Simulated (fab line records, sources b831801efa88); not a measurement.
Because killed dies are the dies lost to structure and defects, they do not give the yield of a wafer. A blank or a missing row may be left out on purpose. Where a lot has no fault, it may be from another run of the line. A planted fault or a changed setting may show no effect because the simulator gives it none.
Chamber matching :: flow sky130 :: cmp-02 running SKY_VIA4_CMP_02: 4 sister chambers
The step polishes SiO2. 4 wafers are shown with their chamber, then 6 later ones without.

EACH WAFER AND ITS CHAMBER
wafer: L458.3
chamber: 3
motor-current-A (A): 15.7

wafer: L458.4
chamber: 2
motor-current-A (A): 12.3

wafer: L462.3
chamber: 0
motor-current-A (A): 13.2

wafer: L462.4
chamber: 1
motor-current-A (A): 11.6

WAFERS MISSING THEIR CHAMBER
wafer: L462.6
motor-current-A (A): 12.9

wafer: L463.2
motor-current-A (A): 14.6

wafer: L463.3
motor-current-A (A): 13.2

wafer: L463.4
motor-current-A (A): 13.9

wafer: L464.3
motor-current-A (A): 13.0

wafer: L464.4
motor-current-A (A): 15.6

CHAMBER TAKEN BY EACH
wafer: L462.6
from the rows above: can't be placed: 0 or 2 or 1
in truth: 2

wafer: L463.2
from the rows above: can't be placed: 3 or 0
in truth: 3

wafer: L463.3
from the rows above: can't be placed: 0 or 2
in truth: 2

wafer: L463.4
from the rows above: can't be placed: 0 or 2 or 3
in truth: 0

wafer: L464.3
from the rows above: can't be placed: 0 or 2
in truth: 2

wafer: L464.4
from the rows above: 3
in truth: 3
1 of 6 placed correctly. These rows do not allow placing 5 (true chamber among the candidates in 5). Number placed wrongly: 0.
How it was worked out, from the rows above alone: a wafer's distance from a chamber is the root of the sum, over the readings, of the square of ((its reading less the chamber's mean) divided by the reading's scatter). If the next closest chamber is less than 2 further off than the closest, the wafer can't be placed; otherwise it belongs to the closest. A chamber's mean is the mean of its shown wafers. The scatter: root of mean squared gap, hidden wafer to nearest shown wafer, with one shown wafer a chamber.
